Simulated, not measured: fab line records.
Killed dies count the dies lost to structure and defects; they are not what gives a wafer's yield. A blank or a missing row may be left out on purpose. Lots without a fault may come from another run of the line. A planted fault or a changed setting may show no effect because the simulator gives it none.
fab line records	flow sfq-line
[record] lots = 14	wafers = 42	last-day = 91
route steps=325 shown M0@40 M1@68 M2@98 I2@103
lots that met no fault: from a run of the same line without faults
start-h: start of the lot's first displayed wafer, in hours after the record's first day	wait-h: how many hours have passed since the lot's step before this one	" same as the row above	L1.1+2: several wafers, shown together as one row	- value missing, or start not given	* or withheld: withheld	< > ~ a bound
route shown NAME@n: NAME is a module with steps in the file, n the number in the route of the first one	usual: mean/standard deviation taken from wafers without a fault	same: alike in all rows	chamber/n: place in a boat	sites: readings site by site	_std_site: the standard deviation of these	_edge_site: inner sites' mean taken away from outer sites' mean	radius-mm: how far each site lies from the wafer's centre	mask NAME#n: copy n	behind: the most recent tool/chamber to have shaped the wafer	hold: what put the lot on hold/how long, in hours/how the hold closed	device: the transistor (n, p or np) that didn't switch	end of line: the same wafers' tests at the end of the route	a step given without rows: its recipe and nothing more	killed: dies that structure and defects cost at the first sort, which is not the same as the wafer's yield	map: dies across one wafer; x = killed, . = not, _ = none there
set.NAME: the setting the step ran with; set.NAME@STEP: the setting that earlier step ran with	model.NAME: the simulator's own value behind a step, which no gauge read
one table for each step of the route and one row for each wafer, over a sample of lots
services: the hour from which a tool's chamber was out of use, counted from the record's first day as start-h (under 0 if before that day), plus the number of hours and why
[[steps]]
[step SFQ_TRILAYER_M0_ETCH_METAL_ETCH_024]
[recipe] target = Nb	stop-on = SiO2	mask-material = PR	chemistry = Cl2/Ar	target-depth-nm = 240	icp-w = 600	bias-w = 80	pressure-mtorr = 10	time-s = 120
[usual] drypump-motor-current-A = 5.4/0.45	he-backside-leak-sccm = 3.48/0.28	oes-product-au = 0.894/0.0064
[same] time-s = 120
lot.wafer	tool	chamber	start-h	wait-h	drypump-motor-current-A	he-backside-leak-sccm	oes-product-au	rf-hours-counter-h
L919.1	rie-metal-04	0	116.99	0.0	5.0	3.71	0.898	32
L919.2	"	1	"	"	6.2	3.34	0.901	183
L919.6	"	1	"	"	6.2	3.52	0.893	-
L922.2	rie-metal-04	0	133.89	0.1	5.0	3.34	0.893	-
L922.5	"	0	"	"	5.0	3.72	0.884	-
L922.6	"	0	"	"	5.0	3.44	0.888	-
L923.1	rie-metal-03	0	139.79	0.0	5.7	3.13	0.899	101
L923.4	"	1	"	"	4.9	3.53	0.896	-
L923.6	"	0	"	"	5.6	3.15	0.893	-
L924.1	rie-metal-04	0	145.65	0.1	5.0	3.72	0.892	41
L924.4	"	0	"	"	5.0	3.34	0.886	-
L924.6	"	0	"	"	5.0	3.53	0.887	-
L925.2	rie-metal-04	0	147.99	0.0	5.0	3.93	0.894	42
L925.3	"	1	"	"	6.2	3.58	0.892	-
L925.5	"	1	"	"	6.2	3.56	0.895	-
L928.1	rie-metal-04	0	179.14	0.0	5.1	3.44	0.900	46
L928.2	"	1	"	"	6.2	3.69	0.894	188
L928.6	"	1	"	"	6.2	3.54	0.888	-
L929.4	rie-metal-01	0	180.38	0.1	5.8	3.76	0.901	-
L929.5	"	1	"	"	5.0	3.11	0.899	-
L929.6	"	0	"	"	5.8	3.66	0.888	-
L930.1	rie-metal-01	1	190.69	0.0	5.0	3.22	0.893	20
L930.3	"	1	"	"	5.0	3.35	0.894	-
L930.6	"	0	"	"	5.8	3.59	0.900	-
L931.1	rie-metal-01	0	195.49	0.0	5.8	3.59	0.913	38
L931.2	"	1	"	"	5.0	3.18	0.910	20
L931.5	"	0	"	"	5.8	3.29	0.893	-
L932.3	rie-metal-04	1	201.53	0.1	6.2	3.68	0.880	-
L932.5	"	1	"	"	6.2	3.66	0.889	-
L932.6	"	0	"	"	5.0	3.51	0.899	-
L934.1	rie-metal-04	0	213.65	0.1	5.0	3.50	0.898	53
L934.3	"	0	"	"	5.0	3.43	0.887	-
L934.4	"	0	"	"	5.1	3.40	0.885	-
L938.2	rie-metal-01	0	233.99	0.0	5.8	3.67	0.904	46
L938.5	"	1	"	"	5.0	3.15	0.911	-
L938.6	"	0	"	"	5.9	3.38	0.903	-
L941.1	rie-metal-03	0	251.99	0.0	5.6	3.37	0.894	122
L941.2	"	1	"	"	4.9	3.70	0.895	131
L941.6	"	1	"	"	4.9	3.78	0.904	-
L942.1	rie-metal-03	1	256.79	0.0	4.9	3.56	0.900	132
L942.2	"	0	"	"	5.6	3.39	0.890	123
L942.4	"	0	"	"	5.7	3.30	0.894	-
[step SFQ_M1_OVL_MEAS_911]
[usual] M1_OVL = -1/5
lot.wafer	tool	chamber	start-h	wait-h	M1_OVL[nm]
L919.1	overlay-02	-	249.50	0.1	-5
L919.2	"	-	"	"	2
L919.6	"	-	"	"	-1
L922.2	overlay-02	-	269.90	0.1	-1
L922.5	"	-	"	"	8
L922.6	"	-	"	"	0
L923.1	overlay-01	-	275.90	0.1	11
L923.4	"	-	"	"	13
L923.6	"	-	"	"	6
L924.1	overlay-01	-	277.10	0.1	9
L924.4	"	-	"	"	9
L924.6	"	-	"	"	9
L925.2	overlay-02	-	280.70	0.1	0
L925.3	"	-	"	"	6
L925.5	"	-	"	"	3
L928.1	overlay-01	-	303.50	0.1	-2
L928.2	"	-	"	"	-11
L928.6	"	-	"	"	-5
L929.4	overlay-01	-	307.11	0.1	-9
L929.5	"	-	"	"	-6
L929.6	"	-	"	"	-7
L931.1	overlay-02	-	327.70	0.1	-3
L931.2	"	-	"	"	1
L931.5	"	-	"	"	-10
L930.1	overlay-01	-	328.90	0.1	-1
L930.3	"	-	"	"	1
L930.6	"	-	"	"	3
L932.3	overlay-02	-	333.71	0.1	0
L932.5	"	-	"	"	0
L932.6	"	-	"	"	-4
L934.1	overlay-01	-	352.90	0.1	-6
L934.3	"	-	"	"	-7
L934.4	"	-	"	"	1
L938.2	overlay-02	-	388.11	0.1	-1
L938.5	"	-	"	"	4
L938.6	"	-	"	"	6
L941.1	overlay-01	-	407.31	0.1	3
L941.2	"	-	"	"	0
L941.6	"	-	"	"	0
L942.1	overlay-02	-	413.31	0.1	-5
L942.2	"	-	"	"	-9
L942.4	"	-	"	"	-4
[step SFQ_M2_OVL_MEAS_916]
[usual] M2_OVL = -3/4.6
lot.wafer	tool	chamber	start-h	wait-h	M2_OVL[nm]
L919.1	overlay-01	-	535.60	0.1	-4
L919.2	"	-	"	"	-1
L919.6	"	-	"	"	-4
L922.2	overlay-02	-	576.09	0.1	-4
L922.5	"	-	"	"	-3
L922.6	"	-	"	"	-9
L923.1	overlay-01	-	580.88	0.1	-5
L923.4	"	-	"	"	-5
L923.6	"	-	"	"	-11
L924.1	overlay-01	-	584.48	0.1	-12
L924.4	"	-	"	"	-4
L924.6	"	-	"	"	-4
L925.2	overlay-02	-	596.49	0.1	-4
L925.3	"	-	"	"	-8
L925.5	"	-	"	"	-7
L928.1	overlay-01	-	631.28	0.1	-6
L928.2	"	-	"	"	-7
L928.6	"	-	"	"	-7
L929.4	overlay-02	-	637.30	0.1	2
L929.5	"	-	"	"	5
L929.6	"	-	"	"	3
L931.1	overlay-02	-	652.80	0.1	-2
L931.2	"	-	"	"	-3
L931.5	"	-	"	"	7
L930.1	overlay-01	-	656.40	0.1	-3
L930.3	"	-	"	"	-5
L930.6	"	-	"	"	-3
L932.3	overlay-02	-	661.21	0.1	1
L932.5	"	-	"	"	-10
L932.6	"	-	"	"	1
L934.1	overlay-01	-	682.80	0.1	-4
L934.3	"	-	"	"	-3
L934.4	"	-	"	"	-5
L938.2	overlay-02	-	709.20	0.1	-1
L938.5	"	-	"	"	-3
L938.6	"	-	"	"	-8
L941.1	overlay-02	-	743.05	0.1	-11
L941.2	"	-	"	"	-8
L941.6	"	-	"	"	-6
L942.1	overlay-01	-	751.45	0.1	-2
L942.2	"	-	"	"	-8
L942.4	"	-	"	"	-5
[step SFQ_TRILAYER_I2_DEP_PECVD_063]
[recipe] material = SiO2	temp-c = 150	time-s = 111.11	pressure-torr = 2.4	rf-w = 183.3	precursor = SiH4/N2O	target-thk-nm = 500
[usual] heater-power-w = 82/10	run-length-s = 139.2/0.56	throttle-valve-pct = 24.6/1.2
lot.wafer	tool	chamber	start-h	wait-h	heater-power-w	run-length-s	throttle-valve-pct
L919.1	pecvd-02	2	536.60	0.0	85	140.0	24.8
L919.2	"	0	"	"	77	140.0	26.2
L919.6	"	0	"	"	79	139.3	26.2
L922.2	pecvd-02	2	577.08	0.0	88	139.3	25.1
L922.5	"	2	"	"	90	139.5	24.9
L922.6	"	1	"	"	88	139.2	25.3
L923.1	pecvd-03	2	582.05	0.0	66	139.0	24.2
L923.4	"	2	"	"	67	138.8	24.1
L923.6	"	1	"	"	87	139.5	23.7
L924.1	pecvd-04	1	585.48	0.0	73	139.6	22.7
L924.4	"	0	"	"	84	138.1	25.4
L924.6	"	1	"	"	76	139.5	23.1
L925.2	pecvd-03	2	597.48	0.0	68	138.7	24.3
L925.3	"	0	"	"	84	138.8	23.4
L925.5	"	1	"	"	71	139.2	23.5
L928.1	pecvd-04	1	632.29	0.0	82	139.8	22.9
L928.2	"	0	"	"	86	138.2	25.5
L928.6	"	2	"	"	90	138.5	22.8
L929.4	pecvd-02	1	638.33	0.0	94	138.8	25.4
L929.5	"	2	"	"	102	139.7	25.1
L929.6	"	0	"	"	65	139.8	26.5
L931.1	pecvd-03	2	653.97	0.0	70	139.4	24.5
L931.2	"	1	"	"	80	139.6	23.7
L931.5	"	2	"	"	54	138.7	24.5
L930.1	pecvd-02	2	657.41	0.0	97	140.4	25.0
L930.3	"	1	"	"	79	138.6	25.7
L930.6	"	0	"	"	73	139.4	26.5
L932.3	pecvd-03	0	662.19	0.0	89	138.8	23.3
L932.5	"	1	"	"	78	139.5	23.8
L932.6	"	2	"	"	69	138.7	24.5
L934.1	pecvd-04	2	683.79	0.0	90	138.5	23.0
L934.3	"	0	"	"	83	138.3	25.9
L934.4	"	0	"	"	88	138.2	26.0
L938.2	pecvd-03	1	710.19	0.0	84	140.2	24.0
L938.5	"	2	"	"	60	156.0	24.6
L938.6	"	1	"	"	84	156.6	24.1
L941.1	pecvd-03	0	744.07	0.0	88	139.0	23.8
L941.2	"	1	"	"	84	139.0	24.1
L941.6	"	1	"	"	86	156.7	24.3
L942.1	pecvd-04	0	752.45	0.0	92	138.1	26.5
L942.2	"	1	"	"	79	139.6	23.1
L942.4	"	1	"	"	85	139.6	23.1
[step SFQ_TRILAYER_I2_CMP_CMP_064]
[recipe] material = SiO2	down-force-psi = 3	platen-rpm = 60	pad-velocity-m-s = 0.94248
[usual] motor-current-A = 10.2/1.4	time-to-endpoint-s = 215/7
lot.wafer	tool	chamber	start-h	wait-h	motor-current-A	time-to-endpoint-s
L919.2	cmp-01	1	537.68	1.0	7.5	210
L919.1	"	2	"	"	10.4	209
L919.6	"	3	"	"	10.9	209
L922.2	cmp-01	1	578.07	1.0	7.3	220
L922.5	"	0	579.57	2.4	12.1	217
L922.6	"	1	"	"	7.6	231
L923.1	cmp-02	3	582.13	0.0	8.7	216
L923.4	"	2	583.63	1.5	11.7	239
L923.6	"	0	584.63	2.5	10.2	225
L924.4	cmp-01	0	586.66	1.1	12.6	218
L924.1	"	2	587.66	2.1	9.9	217
L924.6	"	3	"	"	10.6	216
L925.2	cmp-01	2	598.06	0.5	10.6	210
L925.3	"	3	"	"	10.2	213
L925.5	"	1	599.56	2.0	7.6	221
L928.2	cmp-01	0	632.87	0.5	12.2	213
L928.1	"	2	633.87	1.5	10.6	212
L928.6	"	0	634.87	2.5	11.9	212
L929.4	cmp-02	0	639.47	1.1	10.1	217
L929.5	"	3	640.97	2.6	8.6	217
L929.6	"	0	"	"	10.6	213
L931.1	cmp-02	0	654.04	0.0	10.1	219
L931.2	"	2	655.04	1.0	11.9	218
L931.5	"	0	656.04	2.0	10.3	220
L930.3	cmp-01	0	657.49	0.0	11.7	206
L930.1	"	2	658.49	1.0	10.4	206
L930.6	"	1	659.99	2.5	7.7	221
L932.3	cmp-01	1	663.77	1.5	7.5	226
L932.6	"	2	"	"	10.2	224
L932.5	"	3	"	"	10.3	213
L934.4	cmp-02	2	684.51	0.6	12.0	223
L934.3	"	3	"	"	8.7	214
L934.1	"	0	"	"	10.2	215
L938.2	cmp-01	3	721.15	10.9	10.2	205
L938.6	"	0	"	"	13.0	274
L938.5	"	1	"	"	7.2	278
L941.1	cmp-02	1	750.51	6.4	10.0	215
L941.2	"	0	752.01	7.9	10.1	213
L941.6	"	1	"	"	10.0	265
L942.4	cmp-02	0	762.51	10.0	10.2	208
L942.2	"	2	763.51	11.0	11.7	211
L942.1	"	3	"	"	8.3	200
[[services]]
tool	chamber	start-h	hours	kind
cmp-01	-	100.86	2.0	repair
rie-metal-04	1	118.46	27.2	repair
cmp-02	-	171.00	0.6	repair
cmp-01	-	203.08	3.6	pm
cmp-02	-	233.79	4.0	pm
cmp-02	-	258.79	6.4	pm
cmp-01	-	267.60	7.6	pm
cmp-02	-	274.08	1.0	repair
cmp-02	-	274.16	0.5	repair
cmp-01	-	278.40	0.3	repair
pecvd-03	-	309.10	0.7	repair
cmp-01	-	323.24	0.9	repair
cmp-01	-	328.69	2.9	repair
rie-metal-04	-	381.73	10.0	pm
cmp-01	-	410.80	4.0	pm
rie-metal-04	0	443.86	2.6	repair
cmp-01	-	547.12	1.7	repair
cmp-01	-	550.10	0.3	repair
cmp-01	-	558.56	5.6	repair
cmp-01	-	571.91	4.4	pm
cmp-01	-	685.20	3.1	repair
cmp-01	-	688.33	22.3	pm
cmp-01	-	741.87	0.2	repair
cmp-01	-	752.65	4.0	pm
[[key]]
[first-sign] step = SFQ_TRILAYER_I2_DEP_PECVD_063	reading = run-length-s	direction = up	sigmas = 31	usual = *	struck = *
[effect] step = SFQ_TRILAYER_I2_CMP_CMP_064	reading = time-to-endpoint-s	direction = up	sigmas = 8.1	usual = *	struck = *
met-at SFQ_TRILAYER_I2_DEP_PECVD_063
struck-lots L938,L941
struck-wafers L938.5,L938.6,L941.6
not-acting-at SFQ_TRILAYER_M0_ETCH_METAL_ETCH_024,SFQ_M1_OVL_MEAS_911,SFQ_M2_OVL_MEAS_916
onset-between 662.19 710.19
[fault] kind = process-parameter-drift	tool = pecvd-03	chamber = -	onset-h = 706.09	steps = SFQ_TRILAYER_I2_DEP_PECVD_063	channel = time-s	offset = *	shape = step	end-h = 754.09	scope = struck-wafers-only	acts-in = *	stated = *
